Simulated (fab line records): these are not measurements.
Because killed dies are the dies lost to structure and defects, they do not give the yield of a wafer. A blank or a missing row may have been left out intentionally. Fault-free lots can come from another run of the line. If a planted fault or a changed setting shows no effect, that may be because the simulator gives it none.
fab line records | flow gf180mcu
[record] lots = 7 wafers = 21 last-day = 34
route steps=602 shown V1@340
lots that met no fault: from a run of the same line without faults
start-h: start of the lot's first displayed wafer, in hours after the record's first day | wait-h: hours since the lot's step before | " as in the row above | L1.1+2: a row that stands for several wafers | - no value, or no start was given | * or withheld: withheld | < > ~ a bound
route shown NAME@n: a module of which the file shows steps, and the number in the route of the first | usual: mean/standard deviation of fault-free wafers | same: alike in all rows | chamber/n: place in a boat | sites: the reading at each site | _std_site: their standard deviation | _edge_site: mean of outer sites minus mean of inner sites | radius-mm: for every site, how far away it sits from the centre of the wafer | mask NAME#n: copy n | behind: tool/chamber where the wafer was last shaped | hold: why the lot went on hold/how many hours it stayed there/how the hold came to an end | device: whichever transistor did not switch (one of n, p or np) | end of line: tests of these same wafers at the route's end | for a step that has no rows: nothing shown but its recipe | killed: count of dies lost to structure and defects at first sort (not the wafer's yield) | map: a wafer's dies, marking killed ones x, the rest . and places with no die _
set.NAME: the run value of the setting; set.NAME@STEP: its run value at that earlier step | model.NAME: the simulator's own value behind a step, which no gauge read
certain route steps with their lots: each step a table, each wafer a row
services: when a tool's chamber went out of use (start-h, in hours from the record's first day, below 0 if earlier), for how many hours, and the reason
[[steps]]
[step GF_V1_BOW_MEAS_05]
[recipe] mode = bow
[usual] V1_BOW = 82/7.3
// columns lot.wafer tool chamber start-h wait-h V1_BOW[um]
L519.1 film-metro-04 - 416.87 0.1 85
L519.4 " - " " 79
L519.6 " - " " 89
L524.1 film-metro-03 - 463.88 0.2 71
L524.2 " - " " 87
L524.4 " - " " 88
L528.1 film-metro-03 - 502.82 0.1 73
L528.2 " - " " 75
L528.5 " - " " 75
L529.1 film-metro-02 - 504.52 0.1 71
L529.4 " - " " 83
L529.5 " - " " 89
L530.1 film-metro-04 - 514.75 0.2 102
L530.4 " - " " 85
L530.5 " - " " 90
L538.1 film-metro-02 - 575.92 0.2 69
L538.2 " - " " 68
L538.5 " - " " 83
L540.1 film-metro-04 - 591.94 0.2 86
L540.2 " - " " 71
L540.5 " - " " 82
[step GF_V1_DEHYDRATE_06]
[recipe] temp-c = 200 time-s = 60
[step GF_V1_HMDS_07]
[recipe] prime-time-s = 60 prime-temp-c = 120
[step GF_V1_COAT_08]
[recipe] resist = BARC temp-c = withheld time-s = withheld spin-rpm = withheld resist-thk-nm = withheld
[step GF_V1_COAT_09]
[recipe] resist = KrF spin-rpm = withheld resist-thk-nm = 981.3
[step GF_V1_SOFTBAKE_10]
[recipe] temp-c = 130 time-s = 60 resist = KrF
[step GF_V1_EXPOSE_11]
[recipe] mask-id = Via1 target-cd-nm = 260 na = 0.68 source-shape = conventional sigma-outer = 0.6 dose-mj = 38
[step GF_V1_PEB_12]
[recipe] peb-temp-c = 135 peb-time-s = 90 resist = KrF
[step GF_V1_DEVELOP_13]
[recipe] develop-time-s = 60 resist = KrF dev-temp-c = 21
[step GF_V1_CD_MEAS_14]
[recipe] target-cd-nm = 260
[usual] cd-nm = 260.0/1.1
// columns lot.wafer tool chamber start-h wait-h cd-nm
L519.1 cd-sem-02 - 441.47 0.1 260.8
L519.4 " - " " 261.1
L519.6 " - " " 261.0
L524.1 cd-sem-02 - 488.32 0.1 258.3
L524.2 " - " " 259.5
L524.4 " - " " 257.7
L528.1 cd-sem-02 - 526.07 0.1 260.5
L528.2 " - " " 259.0
L528.5 " - " " 259.7
L529.1 cd-sem-01 - 527.98 0.2 259.5
L529.4 " - " " 259.3
L529.5 " - " " 260.3
L530.1 cd-sem-01 - 538.27 0.1 259.2
L530.4 " - " " 261.2
L530.5 " - " " 258.3
L538.1 cd-sem-02 - 597.31 0.1 259.0
L538.2 " - " " 259.6
L538.5 " - " " 260.4
L540.1 cd-sem-02 - 613.17 0.1 259.9
L540.2 " - " " 260.0
L540.5 " - " " 260.4
[step GF_V1_OVL_MEAS_15]
[usual] V1_OVL = 1/4.7
// columns lot.wafer tool chamber start-h wait-h V1_OVL[nm]
L519.1 overlay-02 - 441.59 0.1 1
L519.4 " - " " 3
L519.6 " - " " 0
L524.1 overlay-02 - 488.44 0.1 8
L524.2 " - " " 11
L524.4 " - " " 2
L528.1 overlay-01 - 526.19 0.1 4
L528.2 " - " " 0
L528.5 " - " " 2
L529.1 overlay-01 - 528.10 0.1 -5
L529.4 " - " " -3
L529.5 " - " " 1
L530.1 overlay-02 - 538.39 0.1 -3
L530.4 " - " " -1
L530.5 " - " " 2
L538.1 overlay-02 - 597.43 0.1 0
L538.2 " - " " 1
L538.5 " - " " -3
L540.1 overlay-01 - 613.29 0.1 10
L540.2 " - " " -1
L540.5 " - " " 7
[step GF_V1_ETCH_16]
[recipe] chemistry = N2/H2 target-depth-a = withheld overetch-a = withheld time-s = withheld target = BARC ion-energy-ev = 200 source-w = 500 bias-w = 100 pressure-mtorr = 30 n2-flow-sccm = 100 h2-flow-sccm = 200
[usual] bias-w = 100.0/0.33 chamber-pressure-mTorr = 30.002/0.03 drypump-motor-current-A = 5.6/0.42 oes-product-au = 0.856/0.0049 throttle-valve-pct = 13.224/0.0089
// columns lot.wafer tool chamber start-h wait-h bias-w chamber-pressure-mTorr drypump-motor-current-A oes-product-au throttle-valve-pct
L519.1 rie-diel-01 1 441.63 0.0 100.1 30.028 4.7 0.852 13.242
L519.4 " 3 " " 99.8 30.025 6.1 0.855 13.232
L519.6 " 3 " " 100.0 29.956 6.1 0.853 13.226
L524.1 rie-diel-03 3 488.48 0.0 100.7 29.979 5.4 0.852 13.224
L524.2 " 1 " " 99.9 29.967 5.7 0.862 13.225
L524.4 " 2 " " 100.1 30.032 5.8 0.850 13.228
L528.1 rie-diel-03 1 526.23 0.0 100.3 30.016 5.7 0.857 13.205
L528.2 " 2 " " 100.1 29.933 5.8 0.852 13.229
L528.5 " 2 " " 99.9 30.033 5.8 0.857 13.246
L529.1 rie-diel-03 2 528.13 0.0 99.9 29.998 5.9 0.844 13.224
L529.4 " 1 " " 99.5 30.046 5.7 0.862 13.209
L529.5 " 2 " " 100.4 29.984 5.8 0.863 13.218
L530.1 rie-diel-04 1 538.43 0.0 100.2 29.966 6.2 0.859 13.228
L530.4 " 3 " " 100.1 29.995 5.2 0.862 13.218
L530.5 " 3 " " 100.4 29.997 5.2 0.850 13.216
L538.1 rie-diel-04 2 597.46 0.0 99.7 29.974 5.8 0.849 13.212
L538.2 " 0 " " 99.8 30.013 5.0 0.861 13.230
L538.5 " 3 " " 100.3 30.008 5.2 0.859 13.204
L540.1 rie-diel-04 1 613.33 0.0 99.8 30.000 6.2 0.850 13.225
L540.2 " 3 " " 100.8 29.987 5.2 0.855 13.221
L540.5 " 2 " " 100.4 30.009 5.7 0.858 13.237
[step GF_V1_ETCH_17]
[recipe] chemistry = C4F8/O2/Ar mask-material = KrF target = SiO2 stop-on = TiN source-w = 1500 bias-w = 1200 pressure-mtorr = 40 c4f8-flow-sccm = withheld O2_flow_sccm = 6 Ar_flow_sccm = 300 time-s = withheld target-depth-a = 6300
[usual] bias-w = 1200/3.6 chamber-pressure-mTorr = 40.00/0.036 oes-product-au = 0.855/0.0044
// columns lot.wafer tool chamber start-h wait-h bias-w chamber-pressure-mTorr oes-product-au
L519.1 rie-diel-01 1 441 - 1199 39.98 0.850
L519.4 " 3 " " 1200 40.00 0.856
L519.6 " 3 " " 1202 40.00 0.858
L524.1 rie-diel-03 3 488 - 1198 39.97 0.850
L524.2 " 1 " " 1198 40.05 0.857
L524.4 " 2 " " 1199 40.03 0.852
L528.1 rie-diel-03 1 526 - - - -
L528.2 " 2 " " - - -
L528.5 " 2 " " - - -
L529.1 rie-diel-03 2 528 - - - -
L529.4 " 1 " " - - -
L529.5 " 2 " " - - -
L530.1 rie-diel-04 1 538 - - - -
L530.4 " 3 " " - - -
L530.5 " 3 " " - - -
L538.1 rie-diel-04 2 597 - 1198 39.98 0.855
L538.2 " 0 " " 1206 39.95 0.862
L538.5 " 3 " " 1201 40.05 0.857
L540.1 rie-diel-04 1 613 - 1198 39.98 0.856
L540.2 " 3 " " 1194 40.00 0.861
L540.5 " 2 " " 1200 39.98 0.860
[step GF_V1_STRIP_18]
[recipe] chemistry = O2/N2 power-w = 1400 pressure-mtorr = 1500 platen-temp-c = 250 o2-flow-sccm = 3000 n2-flow-sccm = 300 overash-fraction = 0.5
[usual] drypump-motor-current-A = 5.7/0.61 heater-power-w = 339/38 oes-product-au = 0.584/0.0043
// columns lot.wafer tool chamber start-h wait-h drypump-motor-current-A heater-power-w oes-product-au rf-hours-counter-h
L519.1 plasma-asher-02 1 441.76 - 6.5 323 0.588 77
L519.4 " 1 " " 6.4 329 0.583 -
L519.6 " 0 " " 5.6 331 0.583 -
L524.1 plasma-asher-01 1 488.61 - 5.4 284 0.587 70
L524.2 " 0 " " 4.8 314 0.589 70
L524.4 " 1 " " 5.4 282 0.587 -
L528.1 plasma-asher-04 1 526.36 - 6.5 408 0.665 9
L528.2 " 0 " " 5.2 365 0.656 9
L528.5 " 1 " " 6.4 407 0.653 -
L529.1 plasma-asher-01 1 528.26 - 5.4 283 0.657 75
L529.4 " 1 " " 5.4 282 0.666 -
L529.5 " 0 " " 4.8 316 0.663 -
L530.1 plasma-asher-02 0 538.56 - 5.6 331 0.651 86
L530.4 " 1 " " 6.4 324 0.662 -
L530.5 " 1 " " 6.5 323 0.662 -
L538.1 plasma-asher-02 0 597.59 - 5.6 336 0.580 93
L538.2 " 1 " " 6.5 318 0.584 93
L538.5 " 0 " " 5.6 339 0.584 -
L540.1 plasma-asher-01 1 613.46 - 5.4 274 0.584 82
L540.2 " 0 " " 4.8 312 0.580 82
L540.5 " 0 " " 4.8 309 0.587 -
[step GF_V1_STRIP_19]
[recipe] chemistry = post-etch-residue-remover time-s = 1200 temp-c = 72.5
[[services]]
// columns tool chamber start-h hours kind
plasma-asher-04 - 421.30 9.0 pm
plasma-asher-04 - 479.21 14.8 repair
plasma-asher-02 - 479.80 4.0 repair
rie-diel-01 0 480.10 12.4 repair
plasma-asher-01 - 483.89 2.8 pm
rie-diel-04 - 494.36 0.7 repair
rie-diel-04 3 500.13 33.6 repair
plasma-asher-04 - 503.77 2.8 pm
rie-diel-04 0 524.69 5.6 repair
plasma-asher-02 - 527.15 0.7 repair
rie-diel-01 1 536.99 5.5 repair
rie-diel-01 3 549.86 - clean
rie-diel-01 3 549.86 17.7 scheduled-down
rie-diel-01 3 549.86 17.7 vent-cycle
rie-diel-01 2 552.85 2.5 repair
plasma-asher-01 - 553.52 10.4 repair
rie-diel-03 1 559.39 1.6 repair
rie-diel-01 1 567.53 - clean
rie-diel-01 1 567.53 18.2 scheduled-down
rie-diel-01 1 567.53 18.2 vent-cycle
rie-diel-04 1 573.93 - clean
rie-diel-04 1 573.93 20.1 scheduled-down
rie-diel-04 1 573.93 20.1 vent-cycle
plasma-asher-01 - 603.40 5.0 repair
[[key]]
[first-sign] step = GF_V1_ETCH_17 reading = tool-record direction = missing
[effect] step = GF_V1_STRIP_18 reading = oes-product-au direction = up sigmas = 17 usual = 0.584 struck = 0.659
met-at GF_V1_ETCH_17
struck-wafers L528.1,L528.2,L528.5,L529.1,L529.4,L529.5,L530.1,L530.4,L530.5
later-rows-left-out L528.1,L528.2,L528.5,L529.1,L529.4,L529.5,L530.1,L530.4,L530.5
sort-left-out L528.1,L528.2,L528.5,L529.1,L529.4,L529.5,L530.1,L530.4,L530.5
onset-between 488 526
[fault] kind = skipped-step-whole tool = rie-diel-03,rie-diel-04 chamber = - onset-h = 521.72 steps = GF_V1_ETCH_17 scope = struck-lots-only
// sort-left-out: the simulated sort isn't trusted on such a fault, so these wafers' sort isn't shown, and their yield isn't known
// later-rows-left-out: the simulator's readings of these wafers behind a module that went badly wrong aren't trusted and aren't shown, but for the sort
